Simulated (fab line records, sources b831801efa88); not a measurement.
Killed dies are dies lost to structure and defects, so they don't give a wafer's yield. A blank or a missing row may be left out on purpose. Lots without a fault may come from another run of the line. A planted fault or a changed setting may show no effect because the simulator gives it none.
Which tool did it? | flow sky130 | 13 lots, 39 wafers sampled, at 4 steps of a route of 708

WHAT THE GAUGES READ, wafer by wafer
SKY_NWELL_RS_MEAS_31: measures by four-point-probe. Usual: PWDE_RS 5358 ohm/sq, standard deviation 23.
lot  | measured     | on            | PWDE_RS (ohm/sq) | flag
L361 | day 5 09:18  | film_metro-03 | 5333 5317 5335   |
L362 | day 5 13:37  | film_metro-03 | 5381 5364 5391   |
L365 | day 6 11:25  | film_metro-01 | 5356 5325 5350   |
L366 | day 6 14:39  | film_metro-01 | 5393 5375 5387   |
L367 | day 6 23:20  | film_metro-01 | 5357 5348 5364   |
L369 | day 7 06:06  | film_metro-02 | 5366 5352 5364   |
L370 | day 7 19:34  | film_metro-03 | 5335 5353 5350   |
L372 | day 8 07:15  | film_metro-01 | 5392 5380 5381   |
L373 | day 8 11:22  | film_metro-01 | 5338 5318 5341   |
L381 | day 10 11:27 | film_metro-01 | 5415 5368 5375   |
L382 | day 10 19:21 | film_metro-01 | 5368 5366 5370   |
L383 | day 10 21:22 | film_metro-03 | 5325 5331 5330   |
L384 | day 11 03:46 | film_metro-01 | 5378 5370 5374   |

SKY_VT_ADJUST_HVTP_TW_MEAS_11. Usual: VT_ADJUST_HVTP_TW 1349, standard deviation 7.1.
lot  | measured     | on            | VT_ADJUST_HVTP_TW | flag
L361 | day 6 03:11  | film_metro-03 | 1355 1352 1349    |
L362 | day 6 08:17  | film_metro-01 | 1355 1352 1356    |
L365 | day 7 07:31  | film_metro-03 | 1341 1342 1347    |
L366 | day 7 10:19  | film_metro-03 | 1346 1333 1345    |
L367 | day 7 20:23  | film_metro-03 | 1338 1345 1347    |
L369 | day 8 03:56  | film_metro-03 | 1335 1346 1337    |
L370 | day 8 15:52  | film_metro-03 | 1342 1350 1345    |
L372 | day 9 03:02  | film_metro-03 | 1343 1338 1346    |
L373 | day 9 06:34  | film_metro-03 | 1348 1346 1352    |
L381 | day 11 10:47 | film_metro-03 | 1341 1334 1337    |
L382 | day 11 19:32 | film_metro-03 | 1339 1346 1340    |
L383 | day 11 21:45 | film_metro-04 | 1356 1364 1362    |
L384 | day 12 04:38 | film_metro-04 | 1354 1354 1356    |

WHICH TOOL RAN EACH LOT (tool, then ch and the chambers of the sampled wafers, then the start)
lot  | SKY_NWELL_EXPOSE_07                | SKY_VT_ADJUST_HVTP_STRIP_10
L361 | iline_stepper-02 ch 0, day 4 06:16 | plasma_asher-04 ch 0,1, day 6 03:05
L362 | iline_stepper-02 ch 0, day 4 10:29 | plasma_asher-02 ch 0,1, day 6 08:11
L365 | iline_stepper-01 ch 0, day 5 06:29 | plasma_asher-02 ch 0,1, day 7 07:26
L366 | iline_stepper-01 ch 0, day 5 09:37 | plasma_asher-03 ch 1, day 7 10:13
L367 | iline_stepper-02 ch 0, day 5 17:55 | plasma_asher-02 ch 0,1, day 7 20:16
L369 | iline_stepper-02 ch 0, day 5 23:44 | plasma_asher-02 ch 0,1, day 8 03:50
L370 | iline_stepper-01 ch 0, day 6 12:40 | plasma_asher-04 ch 0,1, day 8 15:46
L372 | iline_stepper-02 ch 0, day 6 23:35 | plasma_asher-02 ch 0,1, day 9 02:56
L373 | iline_stepper-02 ch 0, day 7 03:14 | plasma_asher-04 ch 1, day 9 06:28
L381 | iline_stepper-02 ch 0, day 9 01:14 | plasma_asher-03 ch 0,1, day 11 10:43
L382 | iline_stepper-01 ch 0, day 9 07:27 | plasma_asher-02 ch 0,1, day 11 19:25
L383 | iline_stepper-01 ch 0, day 9 10:16 | plasma_asher-02 ch 0,1, day 11 21:38
L384 | iline_stepper-01 ch 0, day 9 16:05 | plasma_asher-02 ch 0,1, day 12 04:32
- SKY_NWELL_EXPOSE_07: exposes mask NWM, target cd 840 nm.
- SKY_VT_ADJUST_HVTP_STRIP_10: strips in O2/N2.

WHAT THE TOOLS THEMSELVES READ (means of the sampled wafers that have a number; where no wafer has one, the mark that the record gives instead)
SKY_NWELL_EXPOSE_07. Usual: exposure_dose_mJ_cm2 255.07, standard deviation 0.23.
lot  | tool             | exposure_dose_mJ_cm2 | flag
L361 | iline_stepper-02 | 255.00               |
L362 | iline_stepper-02 | 254.82               |
L365 | iline_stepper-01 | 255.01               |
L366 | iline_stepper-01 | 255.08               |
L367 | iline_stepper-02 | 255.27               |
L369 | iline_stepper-02 | 255.00               |
L370 | iline_stepper-01 | 255.19               |
L372 | iline_stepper-02 | 255.22               |
L373 | iline_stepper-02 | 255.45               |
L381 | iline_stepper-02 | 255.08               |
L382 | iline_stepper-01 | 255.23               |
L383 | iline_stepper-01 | 254.91               |
L384 | iline_stepper-01 | 254.95               |

SKY_VT_ADJUST_HVTP_STRIP_10. Usual: drypump_motor_current_A 5.5 A, standard deviation 0.36; oes_product_au 0.715 a.u., standard deviation 0.0046; strip_time_to_endpoint_s 14.17 s, standard deviation 0.037.
lot  | tool            | drypump_motor_current_A (A) | oes_product_au (a.u.) | strip_time_to_endpoint_s (s) | flag
L361 | plasma_asher-04 | 5.5                         | 0.714                 | 14.21                        |
L362 | plasma_asher-02 | 5.6                         | 0.715                 | 14.22                        |
L365 | plasma_asher-02 | 5.6                         | 0.712                 | 14.16                        |
L366 | plasma_asher-03 | 6.0                         | 0.714                 | 14.21                        |
L367 | plasma_asher-02 | 5.4                         | 0.715                 | 14.11                        |
L369 | plasma_asher-02 | 5.6                         | 0.711                 | 14.14                        |
L370 | plasma_asher-04 | 5.4                         | 0.715                 | 14.15                        |
L372 | plasma_asher-02 | 5.6                         | 0.713                 | 14.09                        |
L373 | plasma_asher-04 | 5.6                         | 0.711                 | 14.23                        |
L381 | plasma_asher-03 | 5.8                         | 0.713                 | 14.15                        |
L382 | plasma_asher-02 | 5.6                         | 0.715                 | 14.18                        |
L383 | plasma_asher-02 | 5.4                         | 0.716                 | 14.18                        |
L384 | plasma_asher-02 | 5.4                         | 0.713                 | 14.14                        |

THE ANSWER, worked out from the rows above alone
Rule: a lot is off if the mean of its wafers that have a number lies more than 3 standard deviations from the usual mean. A lot without any number at a reading at which 4 lots or more have one is off too. The other lots that the step has rows for count as sound. The gauges are gone through in route order, then the tools' own readings, and for those a lot's mean is taken as printed above. The first step at which some lot is off is used, and at that step the reading that is off furthest; a lot without a number counts as furthest.
No lot is off at any reading shown: from this, nothing can be told.

WHAT THE SIMULATOR HAD PUT IN
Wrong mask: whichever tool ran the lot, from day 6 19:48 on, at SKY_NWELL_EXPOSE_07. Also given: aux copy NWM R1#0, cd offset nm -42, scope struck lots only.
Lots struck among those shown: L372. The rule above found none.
